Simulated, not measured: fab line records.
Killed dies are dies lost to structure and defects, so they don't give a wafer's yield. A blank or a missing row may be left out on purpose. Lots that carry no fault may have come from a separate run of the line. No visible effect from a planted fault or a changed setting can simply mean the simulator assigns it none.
The tool behind it: which one? | flow gf180mcu | Sampling: 12 lots, 36 wafers, 3 of 602 route steps

## WHAT EACH GAUGE READ, for each wafer
GF_V4_THK_MEAS_03. Usual: V4_CVD_02_THK 850 nm, standard deviation 10.
lot  | measured     | on            | V4_CVD_02_THK (nm) | flag
L814 | day 23 12:11 | film metro-02 | 844 852 859        |
L815 | day 23 21:33 | film metro-02 | 850 860 853        |
L816 | day 24 07:12 | film metro-04 | 841 842 851        |
L819 | day 25 08:23 | film metro-03 | 839 842 855        |
L820 | day 25 15:20 | film metro-02 | 840 856 864        |
L821 | day 25 17:34 | film metro-02 | 850 849 874        |
L824 | day 26 22:09 | film metro-02 | 837 850 857        |
L825 | day 27 08:14 | film metro-03 | 846 851 871        |
L826 | day 27 10:08 | film metro-02 | 854 854 851        |
L828 | day 27 22:54 | film metro-04 | 864 842 867        |
L835 | day 30 01:18 | film metro-02 | 852 852 841        |
L837 | day 30 13:05 | film metro-02 | 849 856 855        |

## TOOL THAT RAN EACH LOT (tool first, then ch and the chambers of the sampled wafers, then the start)
lot  | GF_V3_STRIP_18                       | GF_M4_SPUTTER_03
L814 | plasma asher-01 ch 0,1, day 22 11:01 | pvd sputter-02, day 22 12:22
L815 | plasma asher-03 ch 0,1, day 22 20:29 | pvd sputter-02, day 22 21:52
L816 | plasma asher-02 ch 0,1, day 23 06:50 | pvd sputter-02, day 23 08:13
L819 | plasma asher-03 ch 0,1, day 24 07:29 | pvd sputter-01, day 24 08:55
L820 | plasma asher-01 ch 0,1, day 24 15:41 | pvd sputter-02, day 24 17:05
L821 | plasma asher-03 ch 0,1, day 24 17:29 | pvd sputter-02, day 24 18:53
L824 | plasma asher-03 ch 0,1, day 25 23:14 | pvd sputter-03, day 26 00:39
L825 | plasma asher-02 ch 0,1, day 26 09:41 | pvd sputter-03, day 26 11:04
L826 | plasma asher-01 ch 0,1, day 26 11:22 | pvd sputter-03, day 26 12:44
L828 | plasma asher-01 ch 0,1, day 27 00:26 | pvd sputter-03, day 27 01:51
L835 | plasma asher-03 ch 0,1, day 29 04:14 | pvd sputter-01, day 29 05:37
L837 | plasma asher-01 ch 0,1, day 29 16:41 | pvd sputter-02, day 29 18:07
- GF_V3_STRIP_18: strips in O2/N2.
- GF_M4_SPUTTER_03: material Ti, target thk 10 nm, time 6.7 s.

## WHAT THE TOOLS THEMSELVES READ (means of the sampled wafers that have a number; where no wafer has one, the mark that the record gives instead)
GF_V3_STRIP_18. Usual: drypump motor current A 5.6 A, standard deviation 0.33; heater power w 322 W, standard deviation 10; oes product au 0.592 a.u., standard deviation 0.0049.
lot  | tool            | drypump motor current A (A) | heater power w (W) | oes product au (a.u.) | flag
L814 | plasma asher-01 | 5.4                         | 313                | 0.594                 |
L815 | plasma asher-03 | 5.9                         | 325                | 0.596                 |
L816 | plasma asher-02 | 5.6                         | 312                | 0.595                 |
L819 | plasma asher-03 | 5.7                         | 331                | 0.596                 |
L820 | plasma asher-01 | 5.4                         | 325                | 0.591                 |
L821 | plasma asher-03 | 5.7                         | 326                | 0.588                 |
L824 | plasma asher-03 | 6.0                         | 333                | 0.590                 |
L825 | plasma asher-02 | 5.7                         | 313                | 0.588                 |
L826 | plasma asher-01 | 5.4                         | 317                | 0.583                 |
L828 | plasma asher-01 | 5.4                         | 320                | 0.592                 |
L835 | plasma asher-03 | 6.0                         | 332                | 0.593                 |
L837 | plasma asher-01 | 5.4                         | 315                | 0.592                 |

GF_M4_SPUTTER_03. Usual: cathode dc power W 3000.0 W, standard deviation 0.52; chamber pressure pa 0.2999 Pa, standard deviation 0.00067; throttle valve pct 30.0 %, standard deviation 0.85.
lot  | tool           | cathode dc power W (W) | chamber pressure pa (Pa) | throttle valve pct (%) | flag
L814 | pvd sputter-02 | 3000.1                 | 0.3000                   | 30.8                   |
L815 | pvd sputter-02 | 3000.0                 | 0.2999                   | 30.9                   |
L816 | pvd sputter-02 | 3000.5                 | 0.2998                   | 30.1                   |
L819 | pvd sputter-01 | 2999.9                 | 0.2996                   | 29.1                   |
L820 | pvd sputter-02 | 3000.1                 | 0.3003                   | 30.3                   |
L821 | pvd sputter-02 | 2999.9                 | 0.3000                   | 30.3                   |
L824 | pvd sputter-03 | 3000.4                 | 0.2995                   | 29.6                   |
L825 | pvd sputter-03 | 3000.0                 | 0.2995                   | 29.5                   |
L826 | pvd sputter-03 | 3000.3                 | 0.3002                   | 29.6                   |
L828 | pvd sputter-03 | 2999.3                 | 0.3005                   | 30.1                   |
L835 | pvd sputter-01 | 2999.9                 | 0.3002                   | 29.9                   |
L837 | pvd sputter-02 | 3000.2                 | 0.3004                   | 29.7                   |

## THE ANSWER, worked out from the rows above alone
Rule: take the mean of a lot's wafers that have a number; if it is more than 3 standard deviations from the usual mean, the lot is off. Also off: a lot with no number at a reading for which 4 or more lots have one. The other lots that the step has rows for count as sound. After the gauges, taken in route order, come the tools' own readings; for these a lot's mean is taken, as printed above. At the first step where some lot is off, the reading lying furthest off is the one used; lots without a number count as furthest.
Nothing can be told from this: no lot is off at any reading shown.

## WHAT THE SIMULATOR HAD PUT IN
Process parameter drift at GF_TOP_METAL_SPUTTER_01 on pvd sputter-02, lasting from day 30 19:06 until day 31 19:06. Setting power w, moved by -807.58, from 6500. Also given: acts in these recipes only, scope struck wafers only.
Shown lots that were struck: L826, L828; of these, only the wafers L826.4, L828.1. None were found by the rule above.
